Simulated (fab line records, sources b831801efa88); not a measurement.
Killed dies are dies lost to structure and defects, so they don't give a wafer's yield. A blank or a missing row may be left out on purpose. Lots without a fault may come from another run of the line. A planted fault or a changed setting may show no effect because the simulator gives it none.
fab line records | flow sky130
record lots=6 wafers=18 last_day=50
route steps=708 shown PWDE@50 NWELL@56
lots that met no fault: from a run of the same line without faults
start_h: hours from the record's first day to the start of the lot's first wafer shown | wait_h: hours since the lot's step before | " the same as in the row above | L1.1+2: a row that stands for several wafers | - no value, or no start given | * or withheld: withheld | < > ~ a bound
route shown NAME@n: a module of which the file shows steps, and the number in the route of the first | usual: mean/standard deviation of fault-free wafers | same: alike in all rows | chamber/n: place in a boat | sites: the reading at each site | _std_site: their standard deviation | _edge_site: outer sites' mean less inner sites' | radius_mm: how far each site lies from the wafer's centre | mask NAME#n: copy n | behind: the tool/chamber that last shaped the wafer | hold: why the lot was held/for how many hours/how that ended | device: the transistor (n, p or np) that didn't switch | end of line: the same wafers' tests at the end of the route | a step without rows: its recipe alone | killed: dies lost to structure and defects at the first sort, not the wafer's yield | map: a wafer's dies, x killed, . not, _ none there
set.NAME: the setting as run; set.NAME@STEP: as run at that earlier step | model.NAME: the simulator's own value behind a step, which no gauge read
lots at some steps of the route; a table a step, a row a wafer
services: from which hour (start_h, from the record's first day; less than 0 if before it) a tool's chamber was out of use, for how many hours, and why
## steps
# step SKY_PWDE_PEB_05
# recipe temp_c=115 time_s=withheld
# step SKY_PWDE_DEVELOP_06
# recipe wall_angle_deg=90 developer=TMAH develop_time_s=60 dev_temp_c=23
# step SKY_PWDE_OVL_MEAS_07
# usual PWDE_OVL=0.4/1.4
# columns lot.wafer tool chamber start_h wait_h PWDE_OVL[nm]
L620.1 overlay-01 - 72.68 - 1.7
L620.5 " - " " 1.6
L620.6 " - " " -0.4
L625.1 overlay-02 - 103.66 - -0.6
L625.3 " - " " 0.2
L625.5 " - " " -0.7
L630.3 overlay-02 - 129.34 - -0.9
L630.4 " - " " 3.0
L630.5 " - " " 0.0
L631.2 overlay-02 - 137.07 - 1.9
L631.3 " - " " 1.8
L631.6 " - " " 0.6
L639.2 overlay-01 - 183.30 - 0.9
L639.3 " - " " 0.0
L639.4 " - " " 0.2
L640.1 overlay-01 - 188.68 - 0.5
L640.2 " - " " 2.4
L640.5 " - " " 1.8
# step SKY_PWDE_IMPLANT_08
# recipe species=B energy_kev=150 dose_cm2=3.6e+12 tilt_deg=withheld
# step SKY_PWDE_STRIP_09
# recipe chemistry=O2/N2 power_w=1400 pressure_mtorr=1500 platen_temp_c=withheld o2_flow_sccm=3000 n2_flow_sccm=300 overash_fraction=0.5
# usual drypump_motor_current_A=5.68/0.25 oes_product_au=0.722/0.0043 strip_time_to_endpoint_s=36.96/0.12
# same overash_fraction=0.5
# columns lot.wafer tool chamber start_h wait_h drypump_motor_current_A oes_product_au rf_hours_counter_h strip_time_to_endpoint_s
L620.1 plasma_asher-03 1 72.86 0.1 5.88 0.715 25 36.88
L620.5 " 0 " " 5.97 0.723 - 36.88
L620.6 " 1 " " 5.92 0.726 - 36.95
L625.1 plasma_asher-04 1 103.85 0.1 5.24 0.723 41 36.96
L625.3 " 0 " " 5.76 0.723 - 37.04
L625.5 " 1 " " 5.23 0.720 - 36.84
L630.3 plasma_asher-02 1 129.55 0.1 5.57 0.728 - 36.93
L630.4 " 0 " " 5.42 0.718 - 37.03
L630.5 " 1 " " 5.56 0.725 - 37.03
L631.2 plasma_asher-03 0 137.25 0.1 5.95 0.727 32 37.10
L631.3 " 1 " " 5.88 0.720 - 36.99
L631.6 " 0 " " 5.95 0.725 - 36.99
L639.2 plasma_asher-04 1 183.48 0.1 5.25 0.721 49 36.94
L639.3 " 1 " " 5.26 0.722 - 36.86
L639.4 " 0 " " 5.72 0.725 - 36.77
L640.1 plasma_asher-02 0 188.86 0.1 5.44 0.719 7 37.14
L640.2 " 1 " " 5.55 0.717 7 37.18
L640.5 " 0 " " 5.42 0.720 - 37.17
# step SKY_PWDE_TW_MEAS_10
# usual PWDE_TW=372.5/1.7
# columns lot.wafer tool chamber start_h wait_h PWDE_TW
L620.1 film_metro-04 - 72.96 0.1 371.7
L620.5 " - " " 370.7
L620.6 " - " " 371.1
L625.1 film_metro-03 - 103.95 0.1 371.5
L625.3 " - " " 370.8
L625.5 " - " " 373.4
L630.3 film_metro-04 - 129.63 0.1 371.4
L630.4 " - " " 372.1
L630.5 " - " " 372.5
L631.2 film_metro-04 - 137.36 0.1 372.8
L631.3 " - " " 373.2
L631.6 " - " " 372.3
L639.2 film_metro-04 - 183.59 0.1 371.7
L639.3 " - " " 370.5
L639.4 " - " " 371.2
L640.1 film_metro-04 - 188.96 0.1 371.8
L640.2 " - " " 371.5
L640.5 " - " " 373.7
# step SKY_NWELL_DEHYDRATE_03
# recipe temp_c=200 time_s=60
# step SKY_NWELL_HMDS_04
# recipe prime_time_s=60 prime_temp_c=120
# step SKY_NWELL_COAT_05
# recipe spin_rpm=2000 resist_thk_nm=3000
# step SKY_NWELL_SOFTBAKE_06
# recipe temp_c=110 time_s=withheld
# step SKY_NWELL_EXPOSE_07
# recipe mask_id=NWM na=0.6 source_shape=conventional sigma_outer=0.6 polarization=unpolarized target_cd_nm=840 dose_mj=255
# step SKY_NWELL_PEB_08
# recipe temp_c=115 time_s=withheld
# step SKY_NWELL_DEVELOP_09
# recipe wall_angle_deg=90 developer=TMAH develop_time_s=60 dev_temp_c=23
# usual chill_plate_temp_C=23.01/0.097 develop_time_s=60/0 exhaust_pa=45.2/0.86
# columns lot.wafer tool chamber start_h wait_h chill_plate_temp_C develop_time_s exhaust_pa
L620.1 litho_track-04 0 89 - 22.89 60 44.5
L620.5 " 0 " " 22.91 60 45.0
L620.6 " 0 " " 22.83 60 45.3
L625.1 litho_track-02 0 120 - 22.99 60 45.6
L625.3 " 0 " " 23.14 60 46.0
L625.5 " 0 " " 23.24 60 45.9
L630.3 litho_track-02 - 148 - - - -
L630.4 " - " " - - -
L630.5 " - " " - - -
L631.2 litho_track-02 - 156 - - - -
L631.3 " - " " - - -
L631.6 " - 157 - - - -
L639.2 litho_track-02 0 204 - 23.13 60 44.1
L639.3 " 0 " " 22.96 60 45.1
L639.4 " 0 " " 22.87 60 45.4
L640.1 litho_track-02 0 210 - 22.93 60 46.5
L640.2 " 0 " " 22.93 60 44.8
L640.5 " 0 " " 22.93 60 45.9
# step SKY_NWELL_OVL_MEAS_10
# usual NWELL_00_OVL=-0.4/1.5
# columns lot.wafer tool chamber start_h wait_h NWELL_00_OVL[nm]
L620.1 overlay-02 - 89.66 - -2.0
L620.5 " - " " -1.6
L620.6 " - " " -2.6
L625.1 overlay-01 - 120.36 - -1.4
L625.3 " - " " -0.6
L625.5 " - " " -1.4
L630.3 overlay-02 - 148.53 - -
L630.4 " - " " -
L630.5 " - " " -
L631.2 overlay-01 - 157.07 - -
L631.3 " - " " -
L631.6 " - " " -
L639.2 overlay-01 - 204.22 - 0.9
L639.3 " - " " 0.5
L639.4 " - " " 0.0
L640.1 overlay-01 - 210.36 - -1.4
L640.2 " - " " -0.3
L640.5 " - " " 0.3
## services
# columns tool chamber start_h hours kind
plasma_asher-03 - 56.05 15.6 pm
plasma_asher-02 - 108.75 9.0 pm
plasma_asher-02 0 108.75 9.0 vent_cycle
plasma_asher-02 1 108.75 9.0 vent_cycle
plasma_asher-02 0 117.75 - clean
plasma_asher-02 1 117.75 - clean
plasma_asher-04 - 157.24 3.4 repair
plasma_asher-02 - 163.06 2.0 repair
plasma_asher-03 - 169.87 14.6 pm
## key
first_sign step=SKY_NWELL_DEVELOP_09 reading=tool_record direction=missing
effect none on later readings
met_at SKY_NWELL_DEVELOP_09
struck_wafers L630.3,L630.4,L630.5,L631.2,L631.3,L631.6
sort_left_out L630.3,L630.4,L630.5,L631.2,L631.3,L631.6
tester_left_out L630,L631
onset_between 120 148
fault kind=skipped_step_whole tool=litho_track-02 chamber=- onset_h=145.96 steps=SKY_NWELL_DEVELOP_09 scope=struck_lots_only
# tester_left_out: of these lots the tester's yield and bins aren't shown, on N5 and GAA mostly nor the transistor test; their killed dies are dies lost to structure and defects alone, not to doping, threshold or leakage, so they don't give the yield
# sort_left_out: the simulated sort isn't trusted on such a fault, so these wafers' sort isn't shown, and their yield isn't known
